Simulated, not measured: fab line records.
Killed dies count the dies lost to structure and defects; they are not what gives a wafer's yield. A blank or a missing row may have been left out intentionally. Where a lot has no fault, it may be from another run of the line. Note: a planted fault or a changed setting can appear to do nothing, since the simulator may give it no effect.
fab line records	flow sky130
record lots=13	wafers=39	lastDay=51
route steps=708 shown FIELD_ISO@3 DNWELL@44 NWELL@65 PAD_OPEN@708
lots with no fault: from the same line, run without faults
startH: hours from the record's first day to the start of the lot's first wafer shown	waitH: hours since the lot's step before	" unchanged from the row above	L1.1+2: several wafers, shown together as one row	- no value, or no start given	* or withheld: withheld	< > ~ a bound
route shown NAME@n: names a module that has steps shown in the file, with the first one's number in the route	usual: mean and standard deviation over wafers with no fault	same: alike in all rows	chamber/n: place in a boat	sites: per-site readings	_std_site: standard deviation of those values	_edge_site: inner sites' mean taken away from outer sites' mean	radiusMm: for every site, how far away it sits from the centre of the wafer	mask NAME#n: copy n	behind: the last tool/chamber to shape the wafer	hold: why the lot was held/for how many hours/how that ended	device: whichever transistor did not switch (one of n, p or np)	end of line: the tests these same wafers got at the end of their route	a step given without rows: its recipe and nothing more	killed: dies lost to structure and defects at the first sort, not the wafer's yield	map: a wafer's dies, marking killed ones x, the rest . and places with no die _
set.NAME: the run value of the setting; set.NAME@STEP: its run value at that earlier step	model.NAME: the simulator's own value behind a step, which no gauge read
route steps across a sampled set of lots; one table per step, one row per wafer
services: when a tool's chamber went out of use (startH, in hours from the record's first day, below 0 if earlier), for how many hours, and the reason
## steps
# step SKY_FIELD_ISO_THK_MEAS_02
# recipe reads=SiO2_of_FIELD_ISO_OXIDATION_01
# usual FIELD_ISO_OXIDATION_00_THK=11.98/0.2
lot.wafer	tool	chamber	startH	waitH	FIELD_ISO_OXIDATION_00_THK[nm]
L785.2	filmMetro-03	-	11.64	0.0	11.62
L785.3	"	-	"	"	11.68
L785.6	"	-	"	"	11.64
L786.4	filmMetro-02	-	18.15	0.0	11.72
L786.5	"	-	"	"	11.70
L786.6	"	-	"	"	11.70
L789.3	filmMetro-04	-	32.35	0.0	12.00
L789.4	"	-	"	"	12.09
L789.6	"	-	"	"	12.10
L794.1	filmMetro-04	-	56.63	0.0	12.28
L794.3	"	-	"	"	12.29
L794.5	"	-	"	"	12.14
L797.1	filmMetro-04	-	71.70	0.0	11.83
L797.3	"	-	"	"	11.87
L797.6	"	-	"	"	12.08
L798.2	filmMetro-03	-	77.39	0.0	12.29
L798.4	"	-	"	"	11.83
L798.6	"	-	"	"	11.93
L799.2	filmMetro-02	-	82.99	0.0	11.91
L799.3	"	-	"	"	12.15
L799.6	"	-	"	"	12.02
L802.2	filmMetro-04	-	97.07	0.0	11.99
L802.3	"	-	"	"	11.86
L802.5	"	-	"	"	11.85
L804.2	filmMetro-04	-	107.30	0.0	12.03
L804.3	"	-	"	"	11.98
L804.6	"	-	"	"	12.12
L805.1	filmMetro-03	-	112.96	0.0	12.05
L805.2	"	-	"	"	12.11
L805.3	"	-	"	"	11.74
L806.1	filmMetro-03	-	118.94	0.0	12.15
L806.5	"	-	"	"	12.11
L806.6	"	-	"	"	12.12
L807.1	filmMetro-04	-	124.27	0.0	11.98
L807.2	"	-	"	"	12.19
L807.6	"	-	"	"	12.09
L808.1	filmMetro-03	-	128.05	0.0	12.12
L808.4	"	-	"	"	11.99
L808.5	"	-	"	"	12.02
# step SKY_DNWELL_TW_MEAS_09
# usual DNWELL_TW=1125/9.2
lot.wafer	tool	chamber	startH	waitH	DNWELL_TW
L785.2	filmMetro-03	-	49.79	0.1	1126
L785.3	"	-	"	"	1125
L785.6	"	-	"	"	1129
L786.4	filmMetro-04	-	60.45	0.1	1115
L786.5	"	-	"	"	1109
L786.6	"	-	"	"	1110
L789.3	filmMetro-01	-	75.09	0.1	1122
L789.4	"	-	"	"	1125
L789.6	"	-	"	"	1120
L794.1	filmMetro-03	-	103.33	0.1	1129
L794.3	"	-	"	"	1134
L794.5	"	-	"	"	1130
L797.1	filmMetro-03	-	117.32	0.1	1137
L797.3	"	-	"	"	1137
L797.6	"	-	"	"	1134
L798.2	filmMetro-03	-	123.79	0.1	1139
L798.4	"	-	"	"	1135
L798.6	"	-	"	"	1138
L799.2	filmMetro-03	-	127.23	0.1	1137
L799.3	"	-	"	"	1139
L799.6	"	-	"	"	1138
L802.2	filmMetro-04	-	146.03	0.1	1118
L802.3	"	-	"	"	1115
L802.5	"	-	"	"	1115
L804.2	filmMetro-04	-	154.94	0.1	1121
L804.3	"	-	"	"	1114
L804.6	"	-	"	"	1112
L805.1	filmMetro-04	-	160.32	0.1	1112
L805.2	"	-	"	"	1117
L805.3	"	-	"	"	1109
L806.1	filmMetro-01	-	166.93	0.1	1124
L806.5	"	-	"	"	1125
L806.6	"	-	"	"	1127
L808.1	filmMetro-03	-	189.33	0.1	1133
L808.4	"	-	"	"	1134
L808.5	"	-	"	"	1137
L807.1	filmMetro-04	-	189.52	0.1	1120
L807.2	"	-	"	"	1120
L807.6	"	-	"	"	1120
# step SKY_NWELL_IMPLANT_12
# recipe species=P	energyKev=120	doseCm2=1.3e+12	tiltDeg=withheld
lot.wafer	tool	chamber	startH	waitH
L785.2+3+6	implanter-04	0	84.28	0.1
L785.2+3+6	implanter-04	0	84.59	0.3
L786.4+5+6	implanter-04	0	95.10	0.1
L789.3+4+6	implanter-02	0	109.77	0.1
L789.3+4+6	implanter-02	0	110.09	0.3
L794.1+3+5	implanter-02	0	139.40	0.1
L794.1+3+5	implanter-02	0	139.72	0.3
L797.1+3+6	implanter-03	0	154.17	0.1
L798.2+4+6	implanter-04	0	160.59	0.1
L799.2+3+6	implanter-04	0	165.00	0.1
L802.2+3+5	implanter-03	0	186.43	0.1
L804.2+3+6	implanter-03	0	196.88	0.1
L805.1+2+3	implanter-04	0	201.60	0.1
L806.1+5+6	implanter-04	0	208.77	0.1
L808.1+4+5	implanter-02	0	233.10	0.1
L807.1+2+6	implanter-03	0	233.46	0.1
# step SKY_NWELL_STRIP_14
# recipe chemistry=O2/N2	powerW=1400	pressureMtorr=1500	platenTempC=withheld	o2FlowSccm=3000	n2FlowSccm=300	overashFraction=0.5
# usual drypumpMotorCurrentA=6.0/0.34	o2FlowSccm=3001/8.8	oesProductAu=0.722/0.0045	stripTimeToEndpointS=36.96/0.1
lot.wafer	tool	chamber	startH	waitH	drypumpMotorCurrentA	o2FlowSccm	oesProductAu	rfHoursCounterH	stripTimeToEndpointS
L785.2	plasmaAsher-03	0	85.06	0.3	5.4	3004	0.724	36	36.85
L785.3	"	1	"	"	6.4	2984	0.719	-	36.74
L785.6	"	1	"	"	6.4	2989	0.725	-	36.83
L786.4	plasmaAsher-02	1	95.35	0.1	6.2	3004	0.728	-	36.83
L786.5	"	1	"	"	6.2	3005	0.717	-	36.74
L786.6	"	0	"	"	6.1	2996	0.720	-	36.79
L789.3	plasmaAsher-02	1	110.37	0.1	6.2	3004	0.721	-	36.99
L789.4	"	0	"	"	6.1	3001	0.721	-	37.07
L789.6	"	1	"	"	6.2	3003	0.715	-	36.92
L794.1	plasmaAsher-01	0	140.02	0.1	6.3	3005	0.719	47	36.84
L794.3	"	0	"	"	6.3	3003	0.726	-	36.89
L794.5	"	1	"	"	5.6	2999	0.731	-	36.73
L797.1	plasmaAsher-01	1	154.47	0.1	5.6	2998	0.727	48	36.86
L797.3	"	1	"	"	5.6	2989	0.730	-	36.91
L797.6	"	0	"	"	6.3	3001	0.724	-	37.05
L798.2	plasmaAsher-03	1	160.87	0.1	6.5	3001	0.726	44	37.01
L798.4	"	0	"	"	5.4	2995	0.728	-	36.99
L798.6	"	1	"	"	6.4	3017	0.722	-	37.02
L799.2	plasmaAsher-03	0	165.27	0.1	5.5	2995	0.722	45	36.90
L799.3	"	0	"	"	5.5	2991	0.718	-	36.90
L799.6	"	0	"	"	5.5	2986	0.729	-	36.94
L802.2	plasmaAsher-02	0	186.70	0.1	6.1	2991	0.726	37	37.00
L802.3	"	0	"	"	6.1	3014	0.719	-	37.07
L802.5	"	1	"	"	6.2	3000	0.721	-	37.05
L804.2	plasmaAsher-03	0	197.15	0.1	5.5	3012	0.719	48	36.90
L804.3	"	1	"	"	6.4	3011	0.715	-	36.97
L804.6	"	0	"	"	5.4	3002	0.726	-	37.01
L805.1	plasmaAsher-02	0	201.90	0.1	6.1	2998	0.712	39	36.92
L805.2	"	1	"	"	6.3	2992	0.719	39	36.90
L805.3	"	0	"	"	6.1	3001	0.728	-	36.90
L806.1	plasmaAsher-02	0	209.07	0.1	6.1	3023	0.723	39	36.95
L806.5	"	1	"	"	6.2	2995	0.729	-	37.06
L806.6	"	0	"	"	6.0	3003	0.721	-	36.92
L808.1	plasmaAsher-03	0	233.40	0.1	5.4	3004	0.722	52	37.02
L808.4	"	1	"	"	6.4	3002	0.725	-	36.89
L808.5	"	1	"	"	6.4	3007	0.727	-	36.96
L807.1	plasmaAsher-02	0	233.76	0.1	6.1	3007	0.722	42	37.09
L807.2	"	1	"	"	6.3	2993	0.718	42	37.14
L807.6	"	1	"	"	6.3	2993	0.719	-	37.04
# step SKY_NWELL_RS_MEAS_29
# recipe thkMeasGauge=four-point-probe
# usual NWELL_RS=624.7/1.5
lot.wafer	tool	chamber	startH	waitH	NWELL_RS[ohm/sq]
L785.2	filmMetro-04	-	101.88	0.1	594.3
L785.3	"	-	"	"	592.5
L785.6	"	-	"	"	594.0
L785.2	filmMetro-04	-	102.24	0.3	594.7
L785.3	"	-	"	"	593.6
L785.6	"	-	"	"	593.8
L786.4	filmMetro-03	-	114.37	0.2	624.6
L786.5	"	-	"	"	623.8
L786.6	"	-	"	"	623.7
L789.3	filmMetro-04	-	128.02	0.1	594.5
L789.4	"	-	"	"	593.1
L789.6	"	-	"	"	593.2
L789.3	filmMetro-04	-	128.38	0.3	594.5
L789.4	"	-	"	"	592.6
L789.6	"	-	"	"	593.1
L794.1	filmMetro-01	-	158.43	0.1	594.8
L794.3	"	-	"	"	595.6
L794.5	"	-	"	"	594.8
L794.1	filmMetro-01	-	158.79	0.3	595.9
L794.3	"	-	"	"	595.3
L794.5	"	-	"	"	595.5
L797.1	filmMetro-01	-	175.76	0.1	625.2
L797.3	"	-	"	"	624.4
L797.6	"	-	"	"	624.7
L798.2	filmMetro-04	-	181.23	0.1	624.5
L798.4	"	-	"	"	626.4
L798.6	"	-	"	"	626.3
L799.2	filmMetro-04	-	185.83	0.1	624.2
L799.3	"	-	"	"	624.1
L799.6	"	-	"	"	626.0
L802.2	filmMetro-03	-	209.09	0.1	626.7
L802.3	"	-	"	"	625.5
L802.5	"	-	"	"	626.7
L804.2	filmMetro-01	-	218.70	0.1	626.2
L804.3	"	-	"	"	627.2
L804.6	"	-	"	"	626.9
L805.1	filmMetro-04	-	224.33	0.1	621.5
L805.2	"	-	"	"	622.1
L805.3	"	-	"	"	624.6
L806.1	filmMetro-03	-	231.98	0.1	624.9
L806.5	"	-	"	"	623.4
L806.6	"	-	"	"	625.5
L808.1	filmMetro-03	-	257.82	0.1	624.4
L808.4	"	-	"	"	625.8
L808.5	"	-	"	"	624.7
L807.1	filmMetro-01	-	258.17	0.1	625.3
L807.2	"	-	"	"	624.9
L807.6	"	-	"	"	622.9
# step SKY_PAD_OPEN_PROBE_99
# usual killed_at_M0_to_M3=45/6.9	killed_at_M4_up=3.2/1.8	killedAtContacts=25/5.3	killedAtFrontEnd=16/4.3	killedAtOther=0.2/0.52	killedDies=88/8.7	killedOpen=48/6.5	killedShort=40/6
# same grossDies=492	killedAtBackSide=0
lot.wafer	tool	chamber	startH	waitH	killed_at_M0_to_M3	killed_at_M4_up	killedAtContacts	killedAtFrontEnd	killedAtOther	killedDies	killedOpen	killedShort
L799.2	prober-01	-	1158.43	0.1	37	3	29	16	0	85	46	39
L799.3	prober-01	-	1158.48	0.2	46	1	15	18	0	80	41	38
L799.6	prober-01	-	1158.63	0.2	49	7	25	15	0	96	46	50
L805.1	prober-01	-	1183.44	0.1	49	1	29	16	0	95	54	41
L805.2	prober-01	-	1183.49	0.1	46	3	30	10	0	89	46	43
L805.3	prober-01	-	1183.54	0.2	38	2	30	15	0	85	53	32
# killed by level:class
L799.2 CONTACT:geometricParticle:open=17 VIA1:geometricParticle:open=7 LOCAL_INTERCONNECT:geometricParticle:short=6 POLY_GATE:geometricParticle:open=5 METAL2:geometricParticle:short=5 VIA1:geometricParticle:short=5 VIA2:geometricParticle:open=5 VIA3:geometricParticle:short=4
L799.3 VIA1:geometricParticle:open=12 VIA2:geometricParticle:open=8 METAL2:geometricParticle:short=8 POLY_GATE:geometricParticle:short=6 CONTACT:geometricParticle:open=6 LI_CONTACT:geometricParticle:open=4 VIA1:geometricParticle:short=4 METAL1:geometricParticle:short=3
L799.6 VIA1:geometricParticle:open=11 VIA2:geometricParticle:open=9 CONTACT:geometricParticle:open=8 VIA1:geometricParticle:short=7 METAL2:geometricParticle:short=7 LI_CONTACT:geometricParticle:open=6 VIA2:geometricParticle:short=6 POLY_GATE:geometricParticle:short=5
L805.1 VIA1:geometricParticle:open=12 VIA3:geometricParticle:open=11 CONTACT:geometricParticle:short=8 CONTACT:geometricParticle:open=8 METAL1:geometricParticle:short=7 LI_CONTACT:geometricParticle:open=6 VIA2:geometricParticle:open=5 FIELD_ISO:geometricParticle:short=4
L805.2 CONTACT:geometricParticle:open=16 VIA3:geometricParticle:open=10 METAL2:geometricParticle:short=9 CONTACT:geometricParticle:short=7 VIA1:geometricParticle:open=6 VIA1:geometricParticle:short=4 VIA2:geometricParticle:open=4 POLY_GATE:geometricParticle:open=3
L805.3 VIA1:geometricParticle:open=15 CONTACT:geometricParticle:open=14 METAL1:geometricParticle:short=6 LI_CONTACT:geometricParticle:open=6 CONTACT:geometricParticle:short=6 VIA3:geometricParticle:open=5 FIELD_ISO:geometricParticle:short=4 POLY_GATE:geometricParticle:open=4
## services
tool	chamber	startH	hours	kind
implanter-04	-	89.21	4.3	repair
implanter-03	-	95.84	3.4	repair
plasmaAsher-01	-	95.98	0.7	repair
implanter-02	-	135.74	1.9	repair
implanter-03	-	141.56	2.7	repair
plasmaAsher-01	-	172.80	12.2	repair
implanter-04	-	174.01	1.5	repair
implanter-02	-	185.41	2.0	repair
## key
firstSign step=SKY_NWELL_IMPLANT_12	reading=visit	direction=added
effect step=SKY_NWELL_RS_MEAS_29	reading=visit	direction=added
effect step=SKY_NWELL_RS_MEAS_29	reading=NWELL_RS	direction=down	sigmas=21	usual=624.7	struck=594.1
metAt SKY_NWELL_IMPLANT_12
struckLots L785,L789,L794
testerLeftOut L785,L789,L794
notActingAt SKY_FIELD_ISO_THK_MEAS_02,SKY_DNWELL_TW_MEAS_09,SKY_NWELL_STRIP_14
fault kind=repeatedStepWhole	tool=implanter-02,implanter-03,implanter-04	chamber=-	onsetH=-	steps=SKY_NWELL_IMPLANT_12	times=1	scope=struckLotsOnly
# testerLeftOut: of these lots the tester's yield and bins aren't shown, on N5 and GAA mostly nor the transistor test; their killed dies are dies lost to structure and defects alone, not to doping, threshold or leakage, so they don't give the yield
